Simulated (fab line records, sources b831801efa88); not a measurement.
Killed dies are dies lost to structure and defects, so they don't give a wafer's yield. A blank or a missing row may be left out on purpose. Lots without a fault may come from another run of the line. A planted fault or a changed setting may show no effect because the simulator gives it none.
One fault seen from 2 desks | flow sfq_line | each desk has only its own numbers; what lay behind them comes last

THE TOOL OWNER'S DESK: cmp-01
The tool's own readings at SFQ_TRILAYER_I2_CMP_CMP_064 (polishes SiO2): means of the sampled wafers that have a number, for each lot that ran on this tool. A lot is out of limits, marked OUT, if its mean lies more than 4 standard deviations from the usual mean; the brackets give that distance.
Columns: A = motor_current_A at SFQ_TRILAYER_I2_CMP_CMP_064, usual 9.7 A; B = platen_rpm at SFQ_TRILAYER_I2_CMP_CMP_064, usual 60.01 rpm; C = time_to_endpoint_s at SFQ_TRILAYER_I2_CMP_CMP_064, usual 218 s
lot  | first seen here | A    | B     | C
L363 | day 17 03:05    | 9.7  | 60.02 | 219
L366 | day 27 13:22    | 9.7  | 60.00 | 212
L369 | day 29 04:14    | 9.3  | 60.00 | 220
L373 | day 30 22:16    | 9.5  | 60.02 | 216
L374 | day 31 23:34    | 9.0  | 59.98 | 222
L379 | day 33 16:20    | 10.2 | 60.03 | 234
L380 | day 33 18:50    | 9.1  | 60.08 | 238
This desk's finding: nothing out of limits on any of the 7 lots.

THE METROLOGY DESK
What the gauges read, lot by lot, whatever tool the lot ran on: means of the sampled wafers that have a number. A lot is out of limits, marked OUT, if its mean lies more than 4 standard deviations from the usual mean; the brackets give that distance.
Columns: A = I1_BOW at SFQ_I1_BOW_MEAS_912, usual 0 um
lot  | first seen here | A
L363 | day 11 17:51    | -2
L366 | day 14 20:05    | -4
L368 | day 16 00:53    | 2
L369 | day 16 10:28    | 8
L370 | day 16 20:27    | -4
L371 | day 17 08:45    | -2
L373 | day 17 19:44    | 8
L374 | day 24 17:28    | -2
L377 | day 25 19:51    | 0
L378 | day 26 03:01    | -5
L379 | day 26 04:51    | -10
L380 | day 26 06:03    | -1
L381 | day 26 12:20    | 4
L385 | day 27 11:34    | -3
This desk's finding: nothing out of limits on any of the 14 lots.

PUT TOGETHER
The tool owner's desk saw nothing out of limits.
The metrology desk saw nothing out of limits.

WHAT THE SIMULATOR HAD PUT IN
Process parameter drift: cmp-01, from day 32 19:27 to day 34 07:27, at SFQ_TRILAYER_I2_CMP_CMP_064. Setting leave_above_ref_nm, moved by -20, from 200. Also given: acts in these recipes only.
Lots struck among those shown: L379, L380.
